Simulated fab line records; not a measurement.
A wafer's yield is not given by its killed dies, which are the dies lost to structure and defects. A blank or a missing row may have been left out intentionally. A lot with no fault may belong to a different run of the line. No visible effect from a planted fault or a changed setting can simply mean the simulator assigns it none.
fab line records | flow sky130
record: lots: 7 wafers: 21 last_day: 50
route steps=708 shown VIA1@467 PAD_OPEN@708
lots that met no fault: taken from a fault-free run of the same line
start_h: start of the lot's first displayed wafer, in hours after the record's first day | wait_h: how many hours have passed since the lot's step before this one | " unchanged from the row above | L1.1+2: one row covering several wafers at once | - no value, or no start given | * or withheld: withheld | < > ~ a bound
route shown NAME@n: NAME is a module with steps in the file, n the number in the route of the first one | usual: the fault-free wafers' mean and standard deviation | same: alike in all rows | chamber/n: place in a boat | sites: per-site readings | _std_site: standard deviation across them | _edge_site: inner sites' mean taken away from outer sites' mean | radius_mm: for every site, how far away it sits from the centre of the wafer | mask NAME#n: copy n | behind: tool/chamber where the wafer was last shaped | hold: why the lot went on hold/how many hours it stayed there/how the hold came to an end | device: the transistor (n, p or np) that didn't switch | end of line: the same wafers' tests at the end of the route | where a step has no rows: the recipe by itself | killed: dies lost to structure and defects at the first sort, not the wafer's yield | map: the dies of a wafer, with x for killed, . for not killed, _ for no die there
set.NAME: the setting the step ran with; set.NAME@STEP: the setting that earlier step ran with | model.NAME: the simulator's own value behind a step, which no gauge read
lots at selected steps of the route; one table per step, one row per wafer
services: a tool's chamber out of use, with start hour (start_h, from the record's first day; less than 0 if before it), hours out, and reason
== steps ==
step: SKY_VIA1_EXPOSE_09
recipe: mask_id: VIM na: 0.8 source_shape: annular sigma_inner: 0.55 sigma_outer: 0.85 target_cd_nm: 150 dose_mj: 38
step: SKY_VIA1_PEB_10
recipe: peb_temp_c: withheld peb_time_s: withheld resist: KrF-thick
step: SKY_VIA1_DEVELOP_11
recipe: develop_time_s: 60 resist: KrF-thick dev_temp_c: 21
step: SKY_VIA1_CD_MEAS_12
recipe: target_cd_nm: 150
usual: cd_nm: 151.0/1.8
columns lot.wafer tool chamber start_h wait_h cd_nm
L373.1 cd_sem-02 - 809.96 - 149.5
L373.2 " - " " 149.9
L373.4 " - " " 151.7
L376.1 cd_sem-02 - 834.41 - 149.3
L376.3 " - " " 149.7
L376.5 " - " " 147.3
L384.1 cd_sem-01 - 888.47 - 151.9
L384.4 " - " " 148.7
L384.6 " - " " 149.4
L385.2 cd_sem-02 - 903.84 - 148.9
L385.5 " - " " 149.3
L385.6 " - " " 148.1
L386.1 cd_sem-01 - 907.37 - 152.4
L386.5 " - " " 152.3
L386.6 " - " " 149.4
L391.2 cd_sem-02 - 939.71 - 151.2
L391.3 " - " " 149.9
L391.6 " - " " 152.0
L392.1 cd_sem-02 - 951.97 - 150.2
L392.5 " - " " 150.6
L392.6 " - " " 152.1
step: SKY_VIA1_OVL_MEAS_13
usual: VIA1_OVL: 5/5.3
columns lot.wafer tool chamber start_h wait_h VIA1_OVL[nm]
L373.1 overlay-01 - 810.08 0.1 7
L373.2 " - " " 6
L373.4 " - " " 7
L376.1 overlay-01 - 834.53 0.1 5
L376.3 " - " " 1
L376.5 " - " " 2
L384.1 overlay-02 - 888.59 0.1 10
L384.4 " - " " 5
L384.6 " - " " 8
L385.2 overlay-01 - 903.95 0.1 0
L385.5 " - " " -4
L385.6 " - " " -5
L386.1 overlay-01 - 907.49 0.1 12
L386.5 " - " " 12
L386.6 " - " " 5
L391.2 overlay-01 - 939.82 0.1 -2
L391.3 " - " " -5
L391.6 " - " " -8
L392.1 overlay-02 - 952.09 0.1 10
L392.5 " - " " 4
L392.6 " - " " 3
step: SKY_VIA1_ETCH_14
recipe: chemistry: N2/H2 target: BARC ion_energy_ev: 200 source_w: 500 bias_w: 100 pressure_mtorr: 30 n2_flow_sccm: 100 h2_flow_sccm: 200 stop_on: SiO2 time_s: 45.9 target_depth_a: 600
usual: drypump_motor_current_A: 5.6/0.39 oes_product_au: 0.853/0.005 throttle_valve_pct: 13.225/0.0093
columns lot.wafer tool chamber start_h wait_h drypump_motor_current_A oes_product_au rf_hours_counter_h throttle_valve_pct
L373.1 rie_diel-01 1 810.12 0.0 5.1 0.850 1 13.218
L373.2 " 0 " " 6.1 0.847 4 13.218
L373.4 " 2 " " 5.2 0.857 11 13.221
L376.1 rie_diel-03 3 834.56 0.0 5.5 0.846 16 13.245
L376.3 " 0 " " 6.0 0.852 8 13.219
L376.5 " 1 " " 5.0 0.849 - 13.238
L384.1 rie_diel-02 1 888.63 0.0 5.7 0.858 12 13.225
L384.4 " 3 " " 5.6 0.850 14 13.225
L384.6 " 2 " " 5.6 0.857 - 13.228
L385.2 rie_diel-01 1 903.98 0.0 5.1 0.857 4 13.231
L385.5 " 3 " " 6.0 0.862 - 13.218
L385.6 " 2 " " 5.2 0.843 - 13.238
L386.1 rie_diel-03 3 907.53 0.0 5.5 0.855 19 13.233
L386.5 " 3 " " 5.5 0.857 - 13.221
L386.6 " 2 " " 5.9 0.856 - 13.234
L391.2 rie_diel-03 1 939.85 0.0 4.9 0.849 9 13.216
L391.3 " 3 " " 5.5 0.860 20 13.214
L391.6 " 2 " " 5.9 0.853 - 13.224
L392.1 rie_diel-02 2 952.13 0.0 5.7 0.850 24 13.220
L392.5 " 3 " " 5.6 0.849 - 13.233
L392.6 " 0 " " 6.1 0.862 - 13.213
step: SKY_VIA1_ETCH_15
recipe: target: SiO2 chemistry: C4F8/O2/Ar target_depth_nm: 351 stop_on: TiN mask_material: KrF-thick source_w: 1500 bias_w: 1200 pressure_mtorr: 40 c4f8_flow_sccm: withheld O2_flow_sccm: 6 Ar_flow_sccm: 300 time_s: 54
usual: oes_product_au: 0.980/0.0074
columns lot.wafer tool chamber start_h wait_h oes_product_au rf_hours_counter_h
L373.1 rie_diel-01 1 810.16 0.0 0.978 1
L373.2 " 0 " " 0.987 4
L373.4 " 2 " " 0.987 11
L376.1 rie_diel-03 3 834.60 0.0 0.962 16
L376.3 " 0 " " 0.981 8
L376.5 " 1 " " 0.978 -
L384.1 rie_diel-02 1 888.67 0.0 0.982 12
L384.4 " 3 " " 0.980 14
L384.6 " 2 " " 0.976 -
L385.2 rie_diel-01 1 904.02 0.0 0.983 4
L385.5 " 3 " " 0.987 -
L385.6 " 2 " " 0.988 -
L386.1 rie_diel-03 3 907.57 0.0 0.973 19
L386.5 " 3 " " 0.984 -
L386.6 " 2 " " 0.984 -
L391.2 rie_diel-03 1 939.89 0.0 0.984 9
L391.3 " 3 " " 0.966 20
L391.6 " 2 " " 0.978 -
L392.1 rie_diel-02 2 952.17 0.0 0.975 24
L392.5 " 3 " " 0.967 -
L392.6 " 0 " " 0.983 -
step: SKY_VIA1_STRIP_16
recipe: chemistry: O2/N2 power_w: 1400 pressure_mtorr: 1500 platen_temp_c: withheld o2_flow_sccm: 3000 n2_flow_sccm: 300 overash_fraction: 0.5
usual: drypump_motor_current_A: 5.7/0.44 o2_flow_sccm: 2999/9.7 oes_product_au: 0.415/0.0047 strip_time_to_endpoint_s: 4.459/0.026
same: overash_fraction: 0.5
columns lot.wafer tool chamber start_h wait_h drypump_motor_current_A o2_flow_sccm oes_product_au rf_hours_counter_h strip_time_to_endpoint_s
L373.1 plasma_asher-01 0 810.21 0.0 5.6 3014 0.420 7 4.487
L373.2 " 1 " " 5.6 2994 0.420 7 4.450
L373.4 " 0 " " 5.6 3004 0.416 - 4.465
L376.1 plasma_asher-01 0 834.65 0.0 5.6 3013 0.418 9 4.489
L376.3 " 1 " " 5.7 3001 0.412 - 4.467
L376.5 " 1 " " 5.7 2999 0.413 - 4.454
L384.1 plasma_asher-04 0 888.72 0.0 5.5 3008 0.412 46 4.464
L384.4 " 1 " " 5.9 2997 0.413 - 4.479
L384.6 " 1 " " 5.9 3006 0.421 - 4.436
L385.2 plasma_asher-02 1 904.07 0.0 5.1 2990 0.421 108 4.448
L385.5 " 0 " " 6.6 2996 0.424 - 4.454
L385.6 " 1 " " 5.1 3000 0.411 - 4.459
L386.1 plasma_asher-04 1 907.62 0.0 5.9 3020 0.417 48 4.486
L386.5 " 1 " " 5.9 3003 0.414 - 4.492
L386.6 " 0 " " 5.6 2995 0.405 - 4.414
L391.2 plasma_asher-04 1 939.93 0.0 5.9 2999 0.411 51 4.478
L391.3 " 1 " " 5.9 3015 0.413 - 4.521
L391.6 " 1 " " 5.9 3001 0.415 - 4.456
L392.1 plasma_asher-02 0 952.22 0.0 6.6 3013 0.412 113 4.425
L392.5 " 0 " " 6.6 2997 0.412 - 4.500
L392.6 " 1 " " 5.1 2997 0.417 - 4.453
step: SKY_VIA1_STRIP_17
recipe: chemistry: post_etch_residue_remover time_s: 1200 temp_c: 72.5
step: SKY_VIA1_CLEAN_18
recipe: chemistry: IPA time_s: 180 temp_c: 25
step: SKY_VIA1_CLEAN_19
recipe: chemistry: O3/DIW dry: n2_spin
step: SKY_VIA1_SPUTTER_20
recipe: material: TiN target_thk_nm: 20 chamber_pressure_pa: 5 power_w: 4000 time_s: 80
usual: cathode_dc_power_W: 4000.0/0.76 chamber_pressure_pa: 5.003/0.0096 throttle_valve_pct: 29.0/1
columns lot.wafer tool chamber start_h wait_h cathode_dc_power_W chamber_pressure_pa throttle_valve_pct
L373.1 pvd_sputter-01 - 810.80 0.0 3999.2 5.005 29.7
L373.2 " - " " 3999.0 5.014 27.4
L373.4 " - " " 4001.4 5.007 29.3
L376.1 pvd_sputter-01 - 835.25 0.0 4000.2 4.985 28.7
L376.3 " - " " 3999.5 5.021 30.0
L376.5 " - " " 3999.2 4.998 29.6
L384.1 pvd_sputter-01 - 889.31 0.0 4000.3 4.996 28.4
L384.4 " - " " 4001.1 4.995 29.3
L384.6 " - " " 4000.6 5.000 29.0
L385.2 pvd_sputter-04 - 904.67 0.0 4001.3 4.998 30.1
L385.5 " - " " 3998.8 4.997 31.1
L385.6 " - " " 4000.7 5.015 30.2
L386.1 pvd_sputter-04 - 908.21 0.0 4000.2 5.003 30.5
L386.5 " - " " 4000.9 4.990 27.4
L386.6 " - " " 3999.3 5.012 30.3
L391.2 pvd_sputter-01 - 940.59 0.0 4000.1 5.001 28.7
L391.3 " - " " 3999.4 4.996 27.8
L391.6 " - " " 4001.2 5.004 29.8
L392.1 pvd_sputter-02 - 952.81 0.0 4000.7 5.009 29.1
L392.5 " - " " 3999.5 5.004 29.0
L392.6 " - " " 4000.0 4.995 29.3
step: SKY_VIA1_CVD_21
recipe: material: W target_thk_nm: 270 time_s: 80.902 temp_c: 400 pressure_torr: 40
usual: heater_power_outer_w: 510/42 heater_power_w: 798/52
columns lot.wafer tool chamber start_h wait_h heater_power_outer_w heater_power_w since_wet_clean_h model.W_of_VIA1_CVD_21.thk_nm
L373.1 cvd_w-02 0 810.86 0.0 475 752 907 269
L373.2 " 1 " " 551 904 907 268
L373.4 " 0 " " 466 751 - 268.7
L376.1 cvd_w-01 1 835.31 0.0 551 814 431 269.5
L376.3 " 1 " " 560 806 - 271.3
L376.5 " 0 " " 479 778 - 271.5
L384.1 cvd_w-01 1 889.37 0.0 554 812 485 274.4
L384.4 " 0 " " 467 762 - 246.4
L384.6 " 1 " " 547 806 - 245.2
L385.2 cvd_w-01 1 904.73 0.0 542 813 501 271.1
L385.5 " 0 " " 476 768 - 278.7
L385.6 " 1 " " 546 803 - 244.4
L386.1 cvd_w-01 1 908.27 0.0 553 800 504 270.1
L386.5 " 0 " " 487 793 - 272.4
L386.6 " 1 " " 548 805 - 239.4
L391.2 cvd_w-02 0 940.65 0.0 429 703 23 267.2
L391.3 " 0 " " 430 694 - 266.7
L391.6 " 0 " " 424 683 - 270.3
L392.1 cvd_w-02 0 952.87 0.0 417 668 35 266
L392.5 " 0 " " 436 694 - 268
L392.6 " 1 " " 544 856 - 275.3
step: SKY_VIA1_RS_MEAS_22
recipe: thk_meas_gauge: four-point-probe reads: W_of_VIA1_CVD_21+TiN_of_VIA1_SPUTTER_20
usual: VIA1_W_RS: 0.425/0.0063
columns lot.wafer tool chamber start_h wait_h VIA1_W_RS[ohm/sq]
L373.1 film_metro-04 - 810.95 0.1 0.428
L373.2 " - " " 0.429
L373.4 " - " " 0.429
L376.1 film_metro-02 - 835.40 0.1 0.427
L376.3 " - " " 0.424
L376.5 " - " " 0.423
L384.1 film_metro-04 - 889.46 0.1 0.419
L384.4 " - " " 0.470
L384.6 " - " " 0.470
L385.2 film_metro-01 - 904.84 0.1 0.424
L385.5 " - " " 0.413
L385.6 " - " " 0.472
L386.1 film_metro-04 - 908.36 0.1 0.427
L386.5 " - " " 0.423
L386.6 " - " " 0.484
L391.2 film_metro-01 - 940.77 0.1 0.431
L391.3 " - " " 0.432
L391.6 " - " " 0.426
L392.1 film_metro-01 - 952.96 0.1 0.434
L392.5 " - " " 0.430
L392.6 " - " " 0.418
step: SKY_VIA1_THK_MEAS_23
recipe: thk_meas_gauge: xrf reads: W_of_VIA1_CVD_21
usual: VIA1_W_THK: 276/4.5
columns lot.wafer tool chamber start_h wait_h VIA1_W_THK[nm]
L373.1 film_metro-04 - 811.07 0.1 276
L373.2 " - " " 275
L373.4 " - " " 275
L376.1 film_metro-02 - 835.52 0.1 273
L376.3 " - " " 275
L376.5 " - " " 274
L384.1 film_metro-04 - 889.58 0.1 278
L384.4 " - " " 251
L384.6 " - " " 248
L385.2 film_metro-01 - 904.95 0.1 277
L385.5 " - " " 283
L385.6 " - " " 247
L386.1 film_metro-04 - 908.48 0.1 272
L386.5 " - " " 277
L386.6 " - " " 242
L391.2 film_metro-01 - 940.88 0.1 273
L391.3 " - " " 271
L391.6 " - " " 274
L392.1 film_metro-01 - 953.08 0.1 272
L392.5 " - " " 271
L392.6 " - " " 280
step: SKY_VIA1_CMP_24
recipe: stop_on: SiO2 t_overpolish_s: 15 down_force_psi: 3.5 platen_rpm: 60 target_thk_nm: 0 pad_velocity_m_s: 0.94248
usual: motor_current_A: 11.0/0.83
columns lot.wafer tool chamber start_h wait_h motor_current_A
L373.1 cmp-02 1 811.13 0.1 11.6
L373.4 " 3 " " 9.7
L373.2 " 0 " " 11.2
L376.3 cmp-01 0 835.58 0.0 12.8
L376.1 " 3 " " 11.0
L376.5 " 0 " " 12.3
L384.1 cmp-01 2 889.64 0.1 11.9
L384.4 " 1 " " 10.2
L384.6 " 2 " " 11.3
L385.2 cmp-02 3 905.05 0.1 9.3
L385.6 " 2 " " 10.9
L385.5 " 3 " " 9.6
L386.1 cmp-01 3 908.54 0.1 11.0
L386.5 " 3 " " 11.5
L386.6 " 0 " " 12.9
L391.2 cmp-01 2 940.93 0.0 11.1
L391.3 " 1 " " 10.7
L391.6 " 2 " " 11.4
L392.1 cmp-01 2 953.24 0.1 11.9
L392.6 " 0 " " 12.2
L392.5 " 1 " " 10.4
step: SKY_PAD_OPEN_PROBE_99
usual: defect_limited_yield: 82.7/1.9 killed_at_M0_to_M3: 43/7.3 killed_at_M4_up: 3.1/1.7 killed_at_contacts: 25/5.3 killed_at_front_end: 14/4.1 killed_at_other: 0.3/0.56 killed_dies: 85/9.4 killed_on_rim: 17/4 killed_open: 46/7.4 killed_short: 38/5.8 sort_bin_3_pad_short: 0.8/0.4 sort_bin_5_function: 10.2/1.5 sort_bin_6_memory: 6.2/1.2 sort_n_pass: 407/9.4 sort_yield_pct: 82.7/1.9
same: gross_dies: 492 killed_at_back_side: 0 sort_bin_4_leakage[%]: 0 sort_bin_8_speed[%]: 0
columns lot.wafer tool chamber start_h wait_h defect_limited_yield[%] killed_at_M0_to_M3 killed_at_M4_up killed_at_contacts killed_at_front_end killed_at_other killed_dies killed_on_rim killed_open killed_short sort_bin_3_pad_short[%] sort_bin_5_function[%] sort_bin_6_memory[%] sort_n_pass sort_yield_pct[%]
L373.1 prober-01 - 1090.71 0.1 80.7 54 2 29 10 0 95 17 55 40 0.6 11.8 6.9 397 80.7
L373.2 prober-01 - 1090.76 0.1 82.9 37 6 26 15 0 84 17 45 38 1.6 7.7 7.7 408 82.9
L373.4 prober-01 - 1090.86 0.2 80.9 54 1 24 15 0 94 17 50 43 0.8 12.4 5.9 398 80.9
L376.1 prober-02 - 1109.55 0.1 85.0 33 3 26 11 1 74 14 41 32 0.4 9.1 5.5 418 85.0
L376.3 prober-02 - 1109.65 0.2 82.1 57 3 19 9 0 88 17 51 37 1.2 9.1 7.5 404 82.1
L376.5 prober-02 - 1109.75 0.2 80.5 39 4 36 16 1 96 16 48 47 1.2 12.4 5.9 396 80.5
L384.1 prober-02 - 1150.89 0.1 79.5 41 8 31 21 0 101 20 58 43 1.6 12.4 6.5 391 79.5
L384.4 prober-02 - 1151.04 0.2 81.7 41 4 27 17 1 90 14 45 45 1.2 10.0 7.1 402 81.7
L384.6 prober-02 - 1151.14 0.2 83.5 39 5 22 15 0 81 11 39 42 1.0 9.6 5.9 411 83.5
L385.2 prober-01 - 1161.71 0.1 84.6 36 5 22 12 1 76 13 38 38 0.6 7.5 7.3 416 84.6
L385.5 prober-01 - 1161.86 0.2 84.1 37 4 23 14 0 78 14 46 32 0.8 9.1 5.9 414 84.1
L385.6 prober-01 - 1161.91 0.2 81.3 49 2 29 12 0 92 24 49 43 0.4 10.8 7.5 400 81.3
L386.1 prober-02 - 1163.15 0.1 82.7 48 5 17 15 0 85 22 53 32 0.8 10.8 5.7 407 82.7
L386.5 prober-02 - 1163.35 0.2 79.3 43 2 33 24 0 102 17 58 43 0.8 12.2 7.7 390 79.3
L386.6 prober-02 - 1163.40 0.2 78.7 44 2 29 29 1 105 26 60 42 1.4 13.6 6.3 387 78.7
L391.2 prober-01 - 1185.35 0.1 84.6 32 2 28 14 0 76 12 40 36 0.8 9.8 4.9 416 84.6
L391.3 prober-01 - 1185.40 0.2 87.6 26 1 17 17 0 61 6 33 28 0.8 6.9 4.7 431 87.6
L391.6 prober-01 - 1185.55 0.2 80.7 47 6 27 15 0 95 16 54 41 1.0 12.2 6.1 397 80.7
L392.1 prober-01 - 1195.64 0.1 79.3 54 2 26 19 1 102 17 59 43 0.4 11.2 9.1 390 79.3
L392.5 prober-01 - 1195.84 0.2 83.7 43 3 26 8 0 80 21 45 35 1.0 8.9 6.3 412 83.7
L392.6 prober-01 - 1195.89 0.2 85.0 45 1 15 13 0 74 15 36 38 1.0 9.8 4.3 418 85.0
killed by level:class
L373.1 VIA1:geometric_particle:open=15 CONTACT:geometric_particle:open=14 METAL2:geometric_particle:short=8 VIA2:geometric_particle:open=7 LI_CONTACT:geometric_particle:open=6 VIA1:geometric_particle:short=6 METAL1:geometric_particle:short=5 FIELD_ISO:geometric_particle:open=4
L373.2 VIA1:geometric_particle:open=14 LI_CONTACT:geometric_particle:open=9 CONTACT:geometric_particle:short=8 FIELD_ISO:geometric_particle:open=5 CONTACT:geometric_particle:open=5 METAL1:geometric_particle:short=5 POLY_GATE:geometric_particle:short=4 VIA1:geometric_particle:short=4
L373.4 VIA1:geometric_particle:open=14 CONTACT:geometric_particle:open=11 VIA1:geometric_particle:short=7 VIA2:geometric_particle:open=7 POLY_GATE:geometric_particle:short=6 CONTACT:geometric_particle:short=6 METAL1:geometric_particle:short=6 VIA2:geometric_particle:short=4
L376.1 CONTACT:geometric_particle:open=11 VIA1:geometric_particle:open=8 LI_CONTACT:geometric_particle:open=6 CONTACT:geometric_particle:short=6 METAL1:geometric_particle:short=5 VIA3:geometric_particle:open=5 VIA1:geometric_particle:short=5 METAL4:geometric_particle:short=3
L376.3 VIA1:geometric_particle:open=11 VIA2:geometric_particle:open=9 VIA3:geometric_particle:open=8 LI_CONTACT:geometric_particle:open=6 CONTACT:geometric_particle:short=6 METAL3:geometric_particle:short=6 METAL1:geometric_particle:short=5 METAL1:geometric_particle:open=5
L376.5 VIA1:geometric_particle:open=13 CONTACT:geometric_particle:open=11 CONTACT:geometric_particle:short=8 LI_CONTACT:geometric_particle:open=6 VIA3:geometric_particle:open=5 LI_CONTACT:geometric_particle:short=5 LOCAL_INTERCONNECT:geometric_particle:short=5 METAL2:geometric_particle:short=5
L384.1 VIA1:geometric_particle:open=19 CONTACT:geometric_particle:open=13 LI_CONTACT:geometric_particle:open=7 METAL4:geometric_particle:short=7 FIELD_ISO:geometric_particle:short=6 METAL1:geometric_particle:short=6 FIELD_ISO:geometric_particle:open=5 POLY_GATE:geometric_particle:short=5
L384.4 VIA1:geometric_particle:open=13 CONTACT:geometric_particle:open=9 CONTACT:geometric_particle:short=6 METAL1:geometric_particle:short=6 VIA1:geometric_particle:short=6 POLY_GATE:geometric_particle:short=5 LI_CONTACT:geometric_particle:open=5 LI_CONTACT:geometric_particle:short=4
L384.6 VIA3:geometric_particle:open=8 LOCAL_INTERCONNECT:geometric_particle:short=7 LI_CONTACT:geometric_particle:open=6 VIA1:geometric_particle:open=6 METAL1:geometric_particle:short=6 POLY_GATE:geometric_particle:short=5 METAL2:geometric_particle:short=5 POLY_GATE:geometric_particle:open=4
L385.2 CONTACT:geometric_particle:open=11 LOCAL_INTERCONNECT:geometric_particle:short=6 VIA1:geometric_particle:open=6 VIA2:geometric_particle:open=5 VIA3:geometric_particle:open=5 METAL3:geometric_particle:short=4 VIA1:geometric_particle:short=4 FIELD_ISO:geometric_particle:open=3
L385.5 VIA1:geometric_particle:open=8 CONTACT:geometric_particle:open=7 LI_CONTACT:geometric_particle:open=6 FIELD_ISO:geometric_particle:open=5 VIA2:geometric_particle:open=5 METAL2:geometric_particle:open=5 POLY_GATE:geometric_particle:open=4 LOCAL_INTERCONNECT:geometric_particle:short=4
L385.6 VIA1:geometric_particle:open=12 CONTACT:geometric_particle:open=10 METAL2:geometric_particle:short=8 FIELD_ISO:geometric_particle:open=7 CONTACT:geometric_particle:short=7 LI_CONTACT:geometric_particle:open=6 VIA1:geometric_particle:short=6 VIA2:geometric_particle:short=5
L386.1 VIA3:geometric_particle:open=11 VIA2:geometric_particle:open=10 VIA1:geometric_particle:open=9 CONTACT:geometric_particle:open=8 POLY_GATE:geometric_particle:open=6 FIELD_ISO:geometric_particle:open=5 VIA1:geometric_particle:short=5 METAL4:geometric_particle:short=5
L386.5 VIA1:geometric_particle:open=13 CONTACT:geometric_particle:open=11 LI_CONTACT:geometric_particle:open=10 POLY_GATE:geometric_particle:short=7 POLY_GATE:geometric_particle:open=7 FIELD_ISO:geometric_particle:short=5 CONTACT:geometric_particle:short=5 VIA2:geometric_particle:open=5
L386.6 VIA1:geometric_particle:open=13 POLY_GATE:geometric_particle:open=11 POLY_GATE:geometric_particle:short=8 LI_CONTACT:geometric_particle:open=8 VIA2:geometric_particle:open=8 CONTACT:geometric_particle:open=7 VIA3:geometric_particle:open=5 METAL3:geometric_particle:short=5
L391.2 CONTACT:geometric_particle:open=10 LI_CONTACT:geometric_particle:open=8 METAL1:geometric_particle:short=8 VIA2:geometric_particle:open=7 VIA1:geometric_particle:open=6 VIA1:geometric_particle:short=5 POLY_GATE:geometric_particle:short=5 CONTACT:geometric_particle:short=5
L391.3 POLY_GATE:geometric_particle:open=9 CONTACT:geometric_particle:open=6 METAL1:geometric_particle:short=6 VIA3:geometric_particle:open=5 CONTACT:geometric_particle:short=4 VIA1:geometric_particle:open=4 LI_CONTACT:geometric_particle:short=3 FIELD_ISO:geometric_particle:short=2
L391.6 VIA1:geometric_particle:open=13 VIA2:geometric_particle:open=10 CONTACT:geometric_particle:open=9 LI_CONTACT:geometric_particle:open=7 VIA2:geometric_particle:short=7 METAL1:geometric_particle:short=6 CONTACT:geometric_particle:short=6 POLY_GATE:geometric_particle:short=4
L392.1 VIA1:geometric_particle:open=17 CONTACT:geometric_particle:open=11 LI_CONTACT:geometric_particle:open=8 VIA2:geometric_particle:short=8 FIELD_ISO:geometric_particle:open=7 FIELD_ISO:geometric_particle:short=6 VIA2:geometric_particle:open=6 METAL1:geometric_particle:short=5
L392.5 CONTACT:geometric_particle:open=15 METAL1:geometric_particle:short=8 VIA1:geometric_particle:open=7 METAL2:geometric_particle:short=7 VIA3:geometric_particle:open=6 VIA1:geometric_particle:short=5 LI_CONTACT:geometric_particle:open=4 VIA2:geometric_particle:open=4
L392.6 VIA1:geometric_particle:open=9 METAL1:geometric_particle:short=8 VIA2:geometric_particle:open=7 CONTACT:geometric_particle:open=6 CONTACT:geometric_particle:short=5 VIA3:geometric_particle:short=5 FIELD_ISO:geometric_particle:open=4 METAL2:geometric_particle:short=4
== services ==
columns tool chamber start_h hours kind
rie_diel-02 1 789.37 4.6 repair
rie_diel-01 1 798.60 3.1 repair
cmp-02 - 812.50 12.4 pm
rie_diel-01 - 819.23 2.8 pm
rie_diel-01 3 822.93 11.5 repair
plasma_asher-01 - 826.62 1.2 repair
cmp-02 - 831.38 0.6 repair
plasma_asher-01 - 833.17 0.3 repair
cmp-02 - 846.90 5.6 pm
rie_diel-02 0 851.50 2.8 repair
cvd_w-02 - 851.63 0.8 repair
rie_diel-01 1 854.74 9.0 repair
cvd_w-01 - 854.92 3.8 pm
plasma_asher-01 - 855.09 3.9 repair
cvd_w-01 - 865.33 14.6 pm
cmp-01 - 874.98 3.9 repair
cmp-01 - 894.80 0.4 repair
cvd_w-02 - 904.00 14.0 pm
cmp-01 - 915.26 5.1 repair
rie_diel-01 3 917.23 13.5 repair
rie_diel-01 0 921.76 1.3 repair
cvd_w-01 - 925.99 6.0 pm
rie_diel-03 3 931.70 5.5 repair
cmp-01 - 951.11 1.2 repair
== key ==
first_sign: step: SKY_VIA1_RS_MEAS_22 reading: VIA1_W_RS direction: up sigmas: 7.9 usual: 0.425 struck: 0.474
effect: step: SKY_VIA1_THK_MEAS_23 reading: VIA1_W_THK direction: down sigmas: 6.3 usual: 276 struck: 247
model_effect: step: SKY_VIA1_CVD_21 value: W_of_VIA1_CVD_21.thk_nm without: 273.1 struck: 243.9
met_at SKY_VIA1_CVD_21
struck_wafers L384.4,L384.6,L385.6,L386.6
onset_between 835.31 889.37
fault: kind: process_parameter_drift tool: cvd_w-01 chamber: - onset_h: 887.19 steps: SKY_VIA1_CVD_21 channel: target_thk_nm offset: -29.095 shape: step end_h: 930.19 scope: struck_wafers_only acts_in: these_recipes_only stated: 270
